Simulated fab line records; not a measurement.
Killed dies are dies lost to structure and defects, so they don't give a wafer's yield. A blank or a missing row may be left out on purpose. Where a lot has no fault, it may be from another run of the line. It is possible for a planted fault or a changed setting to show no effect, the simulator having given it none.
fab line records ; flow sky130
record lots=6; wafers=18; lastDay=50
route steps=708 shown CONTACT@410 PAD_OPEN@708
lots that met no fault: from a run of the same line without faults
startH: hours from the record's opening day to when the first of the lot's shown wafers began ; waitH: time in hours since the lot's previous step ; " as in the row above ; L1.1+2: a row that stands for several wafers ; - no value, or no start given ; * or withheld: withheld ; < > ~ a bound
route shown NAME@n: a module of which the file shows steps, and the number in the route of the first ; usual: mean/standard deviation of fault-free wafers ; same: alike in all rows ; chamber/n: place in a boat ; sites: per-site readings ; _std_site: standard deviation across them ; _edge_site: inner sites' mean taken away from outer sites' mean ; radiusMm: how far each site lies from the wafer's centre ; mask NAME#n: copy n ; behind: the last tool/chamber to shape the wafer ; hold: cause of the lot's hold/its duration in hours/its outcome ; device: transistor that didn't switch, given as n, p or np ; end of line: the tests these same wafers got at the end of their route ; a step without rows: its recipe alone ; killed: the dies lost at the first sort to structure and to defects; this is not the yield of the wafer ; map: dies across one wafer; x = killed, . = not, _ = none there
set.NAME: the setting the step ran with; set.NAME@STEP: the setting that earlier step ran with ; model.NAME: the simulator's own value behind a step, which no gauge read
lots at selected steps of the route; one table per step, one row per wafer
services: the hour from which a tool's chamber was out of use, counted from the record's first day as startH (under 0 if before that day), plus the number of hours and why
## steps
# step SKY_CONTACT_CMP_04
# recipe material=SiO2; downForcePsi=4; platenRpm=60; padVelocityMS=0.94248
# usual motorCurrentA=11.8/0.98; timeToEndpointS=81/3.2
lot.wafer;tool;chamber;startH;waitH;motorCurrentA;timeToEndpointS
L729.2;cmp-01;2;709.09;0.0;13.0;82
L729.4;cmp-01;0;709.09;0.0;11.8;80
L729.6;cmp-01;3;709.09;0.0;11.9;84
L733.2;cmp-01;3;736.53;0.0;12.6;82
L733.4;cmp-01;2;736.53;0.0;12.3;78
L733.6;cmp-01;3;736.53;0.0;12.6;84
L734.2;cmp-02;2;743.08;0.0;10.6;86
L734.1;cmp-02;0;743.08;0.0;11.5;90
L734.5;cmp-02;2;743.08;0.0;10.9;87
L736.3;cmp-01;0;780.32;0.1;12.1;74
L736.1;cmp-01;1;780.32;0.1;10.5;77
L736.6;cmp-01;2;780.32;0.1;11.9;75
L745.3;cmp-02;0;827.86;0.0;11.3;82
L745.4;cmp-02;1;827.86;0.0;10.3;80
L745.6;cmp-02;0;827.86;0.0;10.6;81
L749.1;cmp-01;3;861.05;0.1;11.6;81
L749.6;cmp-01;2;861.05;0.1;12.4;81
L749.5;cmp-01;3;861.05;0.1;11.9;82
# step SKY_CONTACT_BOW_MEAS_05
# recipe mode=bow
# usual CONTACT_BOW=81/6.3
lot.wafer;tool;chamber;startH;waitH;CONTACT_BOW[um]
L729.2;filmMetro-01;-;709.41;0.3;89
L729.4;filmMetro-01;-;709.41;0.3;82
L729.6;filmMetro-01;-;709.41;0.3;86
L733.2;filmMetro-01;-;736.85;0.3;78
L733.4;filmMetro-01;-;736.85;0.3;82
L733.6;filmMetro-01;-;736.85;0.3;80
L734.1;filmMetro-04;-;743.38;0.1;83
L734.2;filmMetro-04;-;743.38;0.1;82
L734.5;filmMetro-04;-;743.38;0.1;76
L736.1;filmMetro-01;-;780.52;0.1;79
L736.3;filmMetro-01;-;780.52;0.1;80
L736.6;filmMetro-01;-;780.52;0.1;80
L745.3;filmMetro-02;-;828.20;0.3;88
L745.4;filmMetro-02;-;828.20;0.3;79
L745.6;filmMetro-02;-;828.20;0.3;79
L749.1;filmMetro-02;-;861.30;0.2;86
L749.5;filmMetro-02;-;861.30;0.2;83
L749.6;filmMetro-02;-;861.30;0.2;92
# step SKY_CONTACT_DEHYDRATE_06
# recipe tempC=200; timeS=60
# step SKY_CONTACT_HMDS_07
# recipe primeTimeS=60; primeTempC=120
# step SKY_CONTACT_COAT_08
# recipe resist=BARC; tempC=withheld; timeS=withheld; spinRpm=3000; resistThkNm=60
# step SKY_CONTACT_COAT_09
# recipe resist=KrF-thick; spinRpm=3000; resistThkNm=450
# step SKY_CONTACT_SOFTBAKE_10
# recipe tempC=100; timeS=90; resist=KrF-thick
# step SKY_CONTACT_EXPOSE_11
# recipe maskId=CTM1; na=0.8; sourceShape=annular; sigmaInner=0.55; sigmaOuter=0.85; targetCdNm=170; doseMj=38
# step SKY_CONTACT_PEB_12
# recipe pebTempC=withheld; pebTimeS=withheld; resist=KrF-thick
# step SKY_CONTACT_DEVELOP_13
# recipe developTimeS=60; resist=KrF-thick; devTempC=21
# step SKY_CONTACT_CD_MEAS_14
# recipe targetCdNm=170
# usual cdNm=169.6/1.2
lot.wafer;tool;chamber;startH;waitH;cdNm
L729.2;cdSem-02;-;736.81;-;170.0
L729.4;cdSem-02;-;736.81;-;169.8
L729.6;cdSem-02;-;736.81;-;169.9
L733.2;cdSem-02;-;763.77;-;172.0
L733.4;cdSem-02;-;763.77;-;172.3
L733.6;cdSem-02;-;763.77;-;173.6
L734.1;cdSem-01;-;771.02;-;170.5
L734.2;cdSem-01;-;771.02;-;170.3
L734.5;cdSem-01;-;771.02;-;170.9
L736.1;cdSem-02;-;807.35;-;171.3
L736.3;cdSem-02;-;807.35;-;169.2
L736.6;cdSem-02;-;807.35;-;169.0
L745.3;cdSem-01;-;854.79;-;169.3
L745.4;cdSem-01;-;854.79;-;168.7
L745.6;cdSem-01;-;854.79;-;167.8
L749.1;cdSem-01;-;887.20;-;168.5
L749.5;cdSem-01;-;887.20;-;169.1
L749.6;cdSem-01;-;887.20;-;169.4
# step SKY_CONTACT_OVL_MEAS_15
# usual CONTACT_OVL=-1/5.3
lot.wafer;tool;chamber;startH;waitH;CONTACT_OVL[nm]
L729.2;overlay-01;-;736.92;0.1;6
L729.4;overlay-01;-;736.92;0.1;4
L729.6;overlay-01;-;736.92;0.1;8
L733.2;overlay-01;-;763.87;0.1;0
L733.4;overlay-01;-;763.87;0.1;-4
L733.6;overlay-01;-;763.87;0.1;3
L734.1;overlay-02;-;771.14;0.1;2
L734.2;overlay-02;-;771.14;0.1;1
L734.5;overlay-02;-;771.14;0.1;0
L736.1;overlay-02;-;807.47;0.1;-2
L736.3;overlay-02;-;807.47;0.1;8
L736.6;overlay-02;-;807.47;0.1;4
L745.3;overlay-02;-;854.88;0.1;-5
L745.4;overlay-02;-;854.88;0.1;2
L745.6;overlay-02;-;854.88;0.1;-7
L749.1;overlay-01;-;887.32;0.1;9
L749.5;overlay-01;-;887.32;0.1;8
L749.6;overlay-01;-;887.32;0.1;1
# step SKY_CONTACT_ETCH_16
# recipe chemistry=N2/H2; target=BARC; ionEnergyEv=200; sourceW=500; biasW=100; pressureMtorr=30; n2FlowSccm=100; h2FlowSccm=200; stopOn=SiO2; timeS=45.9; targetDepthA=600
# usual biasW=100.03/0.27; chamberPressureMTorr=30.000/0.028; drypumpMotorCurrentA=5.6/0.38; oesProductAu=0.856/0.0048; rfFwdPowerW=494.9/2.5; throttleValvePct=13.226/0.0097
lot.wafer;tool;chamber;startH;waitH;biasW;chamberPressureMTorr;drypumpMotorCurrentA;oesProductAu;rfFwdPowerW;rfHoursCounterH;throttleValvePct;model.KrF-thick_of_CONTACT_COAT_09.thkNm
L729.2;rieDiel-01;1;736.95;0.0;100.36;30.020;4.9;0.852;489.3;5;13.233;393.5
L729.4;rieDiel-01;3;736.95;0.0;100.22;30.019;5.6;0.858;492.8;12;13.229;392.4
L729.6;rieDiel-01;1;736.95;0.0;99.93;29.995;4.9;0.861;492.3;-;13.230;393.6
L733.2;rieDiel-03;1;763.90;0.0;-;-;-;-;-;-;-;437.3
L733.4;rieDiel-03;3;763.90;0.0;-;-;-;-;-;-;-;435.3
L733.6;rieDiel-03;1;763.90;0.0;-;-;-;-;-;-;-;436.9
L734.1;rieDiel-01;2;771.17;0.0;-;-;-;-;-;-;-;434.6
L734.2;rieDiel-01;1;771.17;0.0;-;-;-;-;-;-;-;436.6
L734.5;rieDiel-01;0;771.17;0.0;-;-;-;-;-;-;-;435.6
L736.1;rieDiel-03;0;807.50;0.0;100.27;29.999;5.0;0.849;493.1;34;13.226;391.3
L736.3;rieDiel-03;3;807.50;0.0;100.50;30.025;5.4;0.849;499.0;13;13.239;393.7
L736.6;rieDiel-03;3;807.50;0.0;100.13;29.960;5.4;0.841;498.0;-;13.218;391.6
L745.3;rieDiel-02;2;854.90;0.0;100.16;30.044;5.7;0.861;495.9;4;13.237;391.6
L745.4;rieDiel-02;1;854.90;0.0;99.93;29.978;5.7;0.854;493.9;-;13.224;391.6
L745.6;rieDiel-02;2;854.90;0.0;99.94;29.998;5.7;0.856;495.2;-;13.236;390.8
L749.1;rieDiel-01;0;887.35;0.0;100.28;30.035;5.7;0.861;496.9;17;13.228;393.3
L749.5;rieDiel-01;1;887.35;0.0;99.90;30.042;4.9;0.864;490.8;-;13.218;394.3
L749.6;rieDiel-01;2;887.35;0.0;100.51;29.994;5.9;0.855;496.2;-;13.237;394.9
# step SKY_CONTACT_ETCH_17
# recipe target=SiO2; chemistry=C4F8/O2/Ar; stopOn=Si3N4; maskMaterial=KrF-thick; sourceW=1500; biasW=1200; pressureMtorr=40; c4f8FlowSccm=withheld; O2_flow_sccm=6; Ar_flow_sccm=300; timeS=withheld; targetDepthA=3400
# usual biasW=1200/3.5; chamberPressureMTorr=39.99/0.037; oesProductAu=0.891/0.0049; rfFwdPowerW=1488/6.8
lot.wafer;tool;chamber;startH;waitH;biasW;chamberPressureMTorr;oesProductAu;rfFwdPowerW
L729.2;rieDiel-01;1;736.99;0.0;1200;40.02;0.898;1481
L729.4;rieDiel-01;3;736.99;0.0;1201;39.92;0.892;1487
L729.6;rieDiel-01;1;736.99;0.0;1198;40.06;0.896;1485
L733.2;rieDiel-03;1;763.95;0.0;1209;39.97;0.371;1477
L733.4;rieDiel-03;3;763.95;0.0;1203;40.01;0.379;1495
L733.6;rieDiel-03;1;763.95;0.0;1206;39.99;0.375;1482
L734.1;rieDiel-01;2;771.21;0.0;1203;40.02;0.376;1493
L734.2;rieDiel-01;1;771.21;0.0;1197;40.01;0.377;1471
L734.5;rieDiel-01;0;771.21;0.0;1198;40.02;0.380;1485
L736.1;rieDiel-03;0;807.55;0.0;1203;39.97;0.890;1485
L736.3;rieDiel-03;3;807.55;0.0;1202;40.01;0.883;1484
L736.6;rieDiel-03;3;807.55;0.0;1202;40.00;0.889;1488
L745.3;rieDiel-02;2;854.95;0.0;1197;39.98;0.885;1489
L745.4;rieDiel-02;1;854.95;0.0;1199;39.99;0.898;1489
L745.6;rieDiel-02;2;854.95;0.0;1200;40.01;0.896;1489
L749.1;rieDiel-01;0;887.40;0.0;1196;40.06;0.884;1491
L749.5;rieDiel-01;1;887.40;0.0;1194;39.97;0.884;1473
L749.6;rieDiel-01;2;887.40;0.0;1198;39.96;0.889;1493
# step SKY_CONTACT_ETCH_18
# recipe target=Si3N4; chemistry=CHF3/O2; stopOn=TiN; sourceW=600; biasW=200; pressureMtorr=40; chf3FlowSccm=50; O2_flow_sccm=5; timeS=39; targetDepthA=750
# usual O2_flow_sccm=5.001/0.016; biasW=200.0/0.55; drypumpMotorCurrentA=5.6/0.38; oesProductAu=0.854/0.008; rfFwdPowerW=593/3.1; throttleValvePct=8.792/0.01
lot.wafer;tool;chamber;startH;waitH;O2_flow_sccm;biasW;drypumpMotorCurrentA;oesProductAu;rfFwdPowerW;rfHoursCounterH;throttleValvePct;model.KrF-thick_of_CONTACT_COAT_09.thkNm
L729.2;rieDiel-01;1;-;-;4.997;199.7;4.8;0.852;590;5;8.795;246
L729.4;rieDiel-01;3;-;-;4.989;199.8;5.6;0.866;591;12;8.812;244
L729.6;rieDiel-01;1;-;-;4.987;199.3;4.9;0.861;589;-;8.776;245.2
L733.2;rieDiel-03;1;-;-;5.000;200.6;5.6;0.377;593;24;8.668;286.1
L733.4;rieDiel-03;3;-;-;5.026;200.4;5.4;0.372;594;-;8.661;284.2
L733.6;rieDiel-03;1;-;-;5.017;200.2;5.6;0.377;595;-;8.671;285.9
L734.1;rieDiel-01;2;-;-;5.015;200.7;5.8;0.369;598;13;8.674;285.2
L734.2;rieDiel-01;1;-;-;4.992;199.8;4.8;0.382;589;7;8.694;289.7
L734.5;rieDiel-01;0;-;-;5.010;199.6;5.6;0.372;595;-;8.673;285.7
L736.1;rieDiel-03;0;-;-;5.012;199.8;5.0;0.850;588;34;8.781;243.2
L736.3;rieDiel-03;3;-;-;5.002;199.9;5.4;0.842;593;13;8.789;244.9
L736.6;rieDiel-03;3;-;-;5.034;200.1;5.4;0.846;596;-;8.777;242.1
L745.3;rieDiel-02;2;-;-;4.995;199.5;5.7;0.844;592;4;8.792;242.5
L745.4;rieDiel-02;1;-;-;5.019;200.1;5.7;0.848;592;-;8.796;240.6
L745.6;rieDiel-02;2;-;-;5.006;199.8;5.7;0.856;594;-;8.796;242
L749.1;rieDiel-01;0;-;-;5.025;200.2;5.7;0.845;598;17;8.781;241.8
L749.5;rieDiel-01;1;-;-;4.995;200.4;4.8;0.865;583;-;8.793;246.3
L749.6;rieDiel-01;2;-;-;5.010;200.1;5.9;0.850;595;-;8.801;246
# step SKY_CONTACT_STRIP_19
# recipe chemistry=O2/N2; powerW=1364; pressureMtorr=1500; platenTempC=withheld; o2FlowSccm=3000; n2FlowSccm=300; overashFraction=0.5
# usual drypumpMotorCurrentA=5.5/0.42; oesProductAu=0.381/0.0049; stripTimeToEndpointS=3.705/0.024
lot.wafer;tool;chamber;startH;waitH;drypumpMotorCurrentA;oesProductAu;rfHoursCounterH;stripTimeToEndpointS
L729.2;plasmaAsher-03;1;737.08;-;5.5;0.380;29;3.733
L729.4;plasmaAsher-03;0;737.08;-;6.0;0.372;-;3.706
L729.6;plasmaAsher-03;1;737.08;-;5.6;0.387;-;3.716
L733.2;plasmaAsher-04;1;764.04;-;5.0;0.408;92;4.165
L733.4;plasmaAsher-04;1;764.04;-;5.1;0.397;-;4.131
L733.6;plasmaAsher-04;0;764.04;-;5.6;0.406;-;4.164
L734.1;plasmaAsher-03;0;771.30;-;6.0;0.400;33;4.147
L734.2;plasmaAsher-03;1;771.30;-;5.6;0.399;33;4.203
L734.5;plasmaAsher-03;1;771.30;-;5.6;0.396;-;4.174
L736.1;plasmaAsher-03;0;807.64;-;6.0;0.389;36;3.687
L736.3;plasmaAsher-03;1;807.64;-;5.5;0.380;-;3.726
L736.6;plasmaAsher-03;0;807.64;-;6.0;0.371;-;3.687
L745.3;plasmaAsher-03;0;855.07;-;6.0;0.387;-;3.687
L745.4;plasmaAsher-03;1;855.07;-;5.5;0.380;-;3.695
L745.6;plasmaAsher-03;1;855.07;-;5.6;0.383;-;3.680
L749.1;plasmaAsher-03;1;887.49;-;5.5;0.377;44;3.687
L749.5;plasmaAsher-03;0;887.49;-;6.0;0.376;-;3.744
L749.6;plasmaAsher-03;1;887.49;-;5.6;0.387;-;3.734
# step SKY_CONTACT_STRIP_20
# recipe chemistry=postEtchResidueRemover; timeS=1200; tempC=72.5
# step SKY_PAD_OPEN_PROBE_99
# usual killed_at_M0_to_M3=44/7.1; killed_at_M4_up=3.1/1.9; killedAtContacts=25/5.8; killedAtFrontEnd=16/4.5; killedAtOther=0.3/0.52; killedDies=88/9.1; killedOnRim=17/4; killedOpen=48/6.8; killedShort=39/5.8
# same grossDies=492; killedAtBackSide=0
lot.wafer;tool;chamber;startH;waitH;killed_at_M0_to_M3;killed_at_M4_up;killedAtContacts;killedAtFrontEnd;killedAtOther;killedDies;killedOnRim;killedOpen;killedShort
L733.2;prober-01;-;1101.26;0.1;40;0;430;21;1;492;96;43;36
L733.4;prober-01;-;1101.36;0.2;33;2;444;13;0;492;96;37;36
L733.6;prober-01;-;1101.46;0.2;36;2;437;17;0;492;96;43;32
L734.1;prober-02;-;1104.86;0.1;30;2;447;12;1;492;96;42;40
L734.2;prober-02;-;1104.91;0.1;40;3;428;21;0;492;96;54;34
L734.5;prober-02;-;1105.06;0.2;33;4;435;20;0;492;96;42;36
L736.1;prober-02;-;1135.52;0.1;39;4;29;9;1;82;19;48;34
L736.3;prober-02;-;1135.62;0.2;37;1;30;9;0;77;11;34;43
L736.6;prober-02;-;1135.77;0.2;43;3;22;14;0;82;12;48;34
L745.3;prober-01;-;1168.33;0.2;34;5;23;17;0;79;16;37;42
L745.4;prober-01;-;1168.38;0.2;36;2;35;12;1;86;15;49;37
L745.6;prober-01;-;1168.48;0.2;40;1;43;11;0;95;17;47;47
L749.1;prober-01;-;1187.96;0.1;41;4;22;11;0;78;13;44;34
L749.5;prober-01;-;1188.16;0.2;61;1;19;12;0;93;13;59;34
L749.6;prober-01;-;1188.21;0.2;37;3;21;14;1;76;17;41;35
# killed by level:class
L733.2 CONTACT:areaEtch=413 VIA1:geometricParticle:open=10 LI_CONTACT:geometricParticle:open=6 METAL2:geometricParticle:short=6 FIELD_ISO:geometricParticle:open=5 POLY_GATE:geometricParticle:open=5 VIA1:geometricParticle:short=5 VIA3:geometricParticle:open=5
L733.4 CONTACT:areaEtch=419 CONTACT:geometricParticle:open=9 VIA1:geometricParticle:short=7 VIA3:geometricParticle:open=7 LI_CONTACT:geometricParticle:open=6 METAL1:geometricParticle:short=5 CONTACT:geometricParticle:short=4 FIELD_ISO:geometricParticle:open=3
L733.6 CONTACT:areaEtch=417 LI_CONTACT:geometricParticle:open=11 VIA1:geometricParticle:open=7 METAL2:geometricParticle:short=7 FIELD_ISO:geometricParticle:open=5 VIA1:geometricParticle:short=5 VIA3:geometricParticle:open=5 VIA2:geometricParticle:open=4
L734.1 CONTACT:areaEtch=410 LI_CONTACT:geometricParticle:open=9 LOCAL_INTERCONNECT:geometricParticle:short=9 CONTACT:geometricParticle:short=8 VIA3:geometricParticle:open=6 CONTACT:geometricParticle:open=6 VIA1:geometricParticle:open=6 FIELD_ISO:geometricParticle:open=3
L734.2 CONTACT:areaEtch=404 CONTACT:geometricParticle:open=11 FIELD_ISO:geometricParticle:open=7 VIA2:geometricParticle:open=7 VIA1:geometricParticle:open=7 LI_CONTACT:geometricParticle:open=6 VIA1:geometricParticle:short=6 POLY_GATE:geometricParticle:open=5
L734.5 CONTACT:areaEtch=413 VIA1:geometricParticle:open=9 LI_CONTACT:geometricParticle:open=7 POLY_GATE:geometricParticle:open=5 POLY_GATE:geometricParticle:short=5 CONTACT:geometricParticle:short=5 VIA2:geometricParticle:open=5 VIA3:geometricParticle:open=5
L736.1 CONTACT:geometricParticle:open=15 VIA1:geometricParticle:open=10 VIA3:geometricParticle:open=9 CONTACT:geometricParticle:short=7 VIA1:geometricParticle:short=5 FIELD_ISO:geometricParticle:short=4 VIA2:geometricParticle:open=4 METAL1:geometricParticle:short=3
L736.3 LOCAL_INTERCONNECT:geometricParticle:short=9 VIA1:geometricParticle:open=8 VIA3:geometricParticle:open=7 CONTACT:geometricParticle:open=7 METAL1:geometricParticle:short=6 LI_CONTACT:geometricParticle:short=5 CONTACT:geometricParticle:short=5 POLY_GATE:geometricParticle:short=3
L736.6 VIA3:geometricParticle:open=9 VIA1:geometricParticle:open=8 CONTACT:geometricParticle:open=7 METAL1:geometricParticle:short=6 CONTACT:geometricParticle:short=6 FIELD_ISO:geometricParticle:open=5 VIA1:geometricParticle:short=5 LOCAL_INTERCONNECT:geometricParticle:short=4
L745.3 VIA1:geometricParticle:open=10 CONTACT:geometricParticle:open=7 VIA1:geometricParticle:short=7 LI_CONTACT:geometricParticle:open=6 LI_CONTACT:geometricParticle:short=5 VIA2:geometricParticle:open=5 FIELD_ISO:geometricParticle:short=4 POLY_GATE:geometricParticle:short=4
L745.4 CONTACT:geometricParticle:open=12 LI_CONTACT:geometricParticle:open=12 VIA1:geometricParticle:open=11 METAL2:geometricParticle:short=8 LOCAL_INTERCONNECT:geometricParticle:short=5 FIELD_ISO:geometricParticle:short=4 METAL1:geometricParticle:short=4 LI_CONTACT:geometricParticle:short=3
L745.6 CONTACT:geometricParticle:open=13 VIA1:geometricParticle:open=9 LOCAL_INTERCONNECT:geometricParticle:short=8 LI_CONTACT:geometricParticle:open=7 CONTACT:geometricParticle:short=7 VIA1:geometricParticle:short=6 FIELD_ISO:geometricParticle:short=5 LI_CONTACT:geometricParticle:short=5
L749.1 CONTACT:geometricParticle:open=12 VIA1:geometricParticle:open=11 METAL2:geometricParticle:short=7 VIA3:geometricParticle:open=6 VIA2:geometricParticle:short=5 FIELD_ISO:geometricParticle:short=4 POLY_GATE:geometricParticle:open=4 CONTACT:geometricParticle:short=4
L749.5 VIA1:geometricParticle:open=18 LI_CONTACT:geometricParticle:open=8 METAL1:geometricParticle:short=8 METAL2:geometricParticle:short=8 CONTACT:geometricParticle:open=7 VIA3:geometricParticle:open=6 VIA1:geometricParticle:short=5 VIA2:geometricParticle:open=5
L749.6 METAL2:geometricParticle:short=9 CONTACT:geometricParticle:open=9 VIA1:geometricParticle:open=9 LI_CONTACT:geometricParticle:open=6 LOCAL_INTERCONNECT:geometricParticle:short=6 VIA2:geometricParticle:open=5 POLY_GATE:geometricParticle:short=4 POLY_GATE:geometricParticle:open=3
# map L733.2 (x killed, . not)
__________xxxxxxxxxx_________
________xxxxxxxxxxxxxx_______
______xxxxxxxxxxxxxxxxxx_____
_____xxxxxxxxxxxxxxxxxxxx____
____xxxxxxxxxxxxxxxxxxxxxx___
___xxxxxxxxxxxxxxxxxxxxxxxx__
__xxxxxxxxxxxxxxxxxxxxxxxxxx_
_xxxxxxxxxxxxxxxxxxxxxxxxxxxx
_xxxxxxxxxxxxxxxxxxxxxxxxxxxx
_xxxxxxxxxxxxxxxxxxxxxxxxxxxx
_xxxxxxxxxxxxxxxxxxxxxxxxxxxx
_xxxxxxxxxxxxxxxxxxxxxxxxxxxx
_xxxxxxxxxxxxxxxxxxxxxxxxxxxx
_xxxxxxxxxxxxxxxxxxxxxxxxxxxx
_xxxxxxxxxxxxxxxxxxxxxxxxxxxx
__xxxxxxxxxxxxxxxxxxxxxxxxxx_
___xxxxxxxxxxxxxxxxxxxxxxxx__
____xxxxxxxxxxxxxxxxxxxxxx___
_____xxxxxxxxxxxxxxxxxxxx____
______xxxxxxxxxxxxxxxxxx_____
________xxxxxxxxxxxxxx_______
__________xxxxxxxxxx_________
# map L734.1 (x killed, . not)
__________xxxxxxxxxx_________
________xxxxxxxxxxxxxx_______
______xxxxxxxxxxxxxxxxxx_____
_____xxxxxxxxxxxxxxxxxxxx____
____xxxxxxxxxxxxxxxxxxxxxx___
___xxxxxxxxxxxxxxxxxxxxxxxx__
__xxxxxxxxxxxxxxxxxxxxxxxxxx_
_xxxxxxxxxxxxxxxxxxxxxxxxxxxx
_xxxxxxxxxxxxxxxxxxxxxxxxxxxx
_xxxxxxxxxxxxxxxxxxxxxxxxxxxx
_xxxxxxxxxxxxxxxxxxxxxxxxxxxx
_xxxxxxxxxxxxxxxxxxxxxxxxxxxx
_xxxxxxxxxxxxxxxxxxxxxxxxxxxx
_xxxxxxxxxxxxxxxxxxxxxxxxxxxx
_xxxxxxxxxxxxxxxxxxxxxxxxxxxx
__xxxxxxxxxxxxxxxxxxxxxxxxxx_
___xxxxxxxxxxxxxxxxxxxxxxxx__
____xxxxxxxxxxxxxxxxxxxxxx___
_____xxxxxxxxxxxxxxxxxxxx____
______xxxxxxxxxxxxxxxxxx_____
________xxxxxxxxxxxxxx_______
__________xxxxxxxxxx_________
## services
tool;chamber;startH;hours;kind
rieDiel-02;0;696.08;2.9;repair
cmp-01;-;696.49;5.8;repair
rieDiel-03;1;702.08;55.6;repair
plasmaAsher-04;-;710.25;3.0;repair
rieDiel-01;0;715.56;3.7;repair
rieDiel-01;0;719.49;8.3;repair
cmp-01;-;722.53;5.2;pm
rieDiel-02;2;734.75;6.1;repair
cmp-02;-;744.00;4.0;pm
cmp-02;-;752.54;1.6;repair
rieDiel-03;2;757.71;-;clean
rieDiel-03;2;757.71;18.3;scheduledDown
rieDiel-03;2;757.71;18.3;ventCycle
rieDiel-03;1;785.65;4.7;repair
cmp-01;-;785.94;0.7;repair
rieDiel-01;0;816.82;8.3;repair
rieDiel-03;0;827.45;-;clean
rieDiel-03;0;827.45;18.4;scheduledDown
rieDiel-03;0;827.45;18.4;ventCycle
plasmaAsher-03;-;846.38;1.7;repair
cmp-02;-;851.36;11.3;repair
rieDiel-03;1;863.55;5.5;repair
rieDiel-02;0;865.92;7.0;repair
cmp-02;-;870.86;1.5;repair
## key
firstSign step=SKY_CONTACT_ETCH_16; reading=toolRecord; direction=missing
effect step=SKY_CONTACT_ETCH_17; reading=oesProductAu; direction=down; sigmas=99+; usual=0.891; struck=0.376
effect step=SKY_CONTACT_ETCH_18; reading=oesProductAu; direction=down; sigmas=60; usual=0.854; struck=0.375
effect step=SKY_CONTACT_STRIP_19; reading=stripTimeToEndpointS; direction=up; sigmas=19; usual=*; struck=*
effect step=SKY_PAD_OPEN_PROBE_99; reading=killedAtContacts; direction=up; sigmas=71; usual=25; struck=437
modelEffect step=SKY_CONTACT_ETCH_16; value=KrF-thick_of_CONTACT_COAT_09.thkNm; without=392.9; struck=436.1
modelEffect step=SKY_CONTACT_ETCH_18; value=KrF-thick_of_CONTACT_COAT_09.thkNm; without=243; struck=286.1
moreKillsBornAt SKY_CONTACT_ETCH_16@rieDiel-03=1249; SKY_CONTACT_ETCH_16@rieDiel-01=1227
metAt SKY_CONTACT_ETCH_16
struckWafers L733.2,L733.4,L733.6,L734.1,L734.2,L734.5
laterRowsLeftOut L733.2,L733.4,L733.6,L734.1,L734.2,L734.5
testerLeftOut L733,L734
onsetBetween 736.95 763.90
fault kind=skippedStepWhole; tool=rieDiel-01,rieDiel-03; chamber=-; onsetH=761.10; steps=SKY_CONTACT_ETCH_16; scope=struckLotsOnly
# testerLeftOut: of these lots the tester's yield and bins aren't shown, on N5 and GAA mostly nor the transistor test; their killed dies are dies lost to structure and defects alone, not to doping, threshold or leakage, so they don't give the yield
# laterRowsLeftOut: the simulator's readings of these wafers behind a module that went badly wrong aren't trusted and aren't shown, but for the sort
